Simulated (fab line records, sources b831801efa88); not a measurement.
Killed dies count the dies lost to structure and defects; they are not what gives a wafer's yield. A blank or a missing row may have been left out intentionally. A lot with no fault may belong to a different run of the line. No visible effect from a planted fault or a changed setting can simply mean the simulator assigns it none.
The tool behind it: which one? / flow sfq_line / 14 lots (42 wafers sampled), 1 step of a 325-step route

== WHAT THE GAUGES SHOWED, per wafer ==
SFQ_INCOMING_BOW_MEAS_900.
lot=L960; measured=day 1 15:00; on=film_metro-04; INCOMING_BOW (um)=8 11 1
lot=L961; measured=day 1 20:01; on=film_metro-04; INCOMING_BOW (um)=-3 -1 -16
lot=L962; measured=day 2 01:02; on=film_metro-04; INCOMING_BOW (um)=-2 -3 -5
lot=L963; measured=day 2 06:00; on=film_metro-03; INCOMING_BOW (um)=12 -10 4
lot=L964; measured=day 2 11:00; on=film_metro-02; INCOMING_BOW (um)=4 1 4
lot=L972; measured=day 4 03:00; on=film_metro-02; INCOMING_BOW (um)=15 0 -3
lot=L973; measured=day 4 08:02; on=film_metro-02; INCOMING_BOW (um)=13 9 -5
lot=L974; measured=day 4 13:00; on=film_metro-02; INCOMING_BOW (um)=-2 6 3
lot=L975; measured=day 4 18:00; on=film_metro-02; INCOMING_BOW (um)=6 3 -4
lot=L977; measured=day 5 04:00; on=film_metro-02; INCOMING_BOW (um)=7 -4 6
lot=L979; measured=day 5 14:00; on=film_metro-02; INCOMING_BOW (um)=-3 3 2
lot=L980; measured=day 5 19:02; on=film_metro-04; INCOMING_BOW (um)=-16 -1 1
lot=L981; measured=day 6 00:01; on=film_metro-04; INCOMING_BOW (um)=9 -2 -5
lot=L982; measured=day 6 05:00; on=film_metro-03; INCOMING_BOW (um)=4 5 1

== WHICH TOOL RAN EACH LOT (tool, then ch and the chambers of the sampled wafers, then the start) ==
There is no process step in the record ahead of these readings.

== WHAT THE TOOLS THEMSELVES READ (means of the sampled wafers that have a number; where no wafer has one, the mark that the record gives instead) ==
The record holds no such reading with a usual standard deviation.

== THE ANSWER, worked out from the rows above alone ==
Rule: usual is defined by the lots themselves. The widest of any qualifying gaps counts: lots, ordered by their means at a reading, are off when they make up no more than a third of the lots, leave a main group of 4 or more, and stand apart from it by 3 or more times the standard deviation of that group's means. The tables above print the reading to a certain number of digits; a main group whose means all agree to those digits is not used. Also off: a lot with no number at a reading for which 4 or more lots have one. Any other lot the step has rows for is counted as sound. After the gauges, taken in route order, come the tools' own readings; for these a lot's mean is taken, as printed above. At the first step where some lot is off, the reading lying furthest off is the one used; lots without a number count as furthest.
Nothing can be told from this: no lot is off at any reading shown.

== WHAT THE SIMULATOR PUT IN ==
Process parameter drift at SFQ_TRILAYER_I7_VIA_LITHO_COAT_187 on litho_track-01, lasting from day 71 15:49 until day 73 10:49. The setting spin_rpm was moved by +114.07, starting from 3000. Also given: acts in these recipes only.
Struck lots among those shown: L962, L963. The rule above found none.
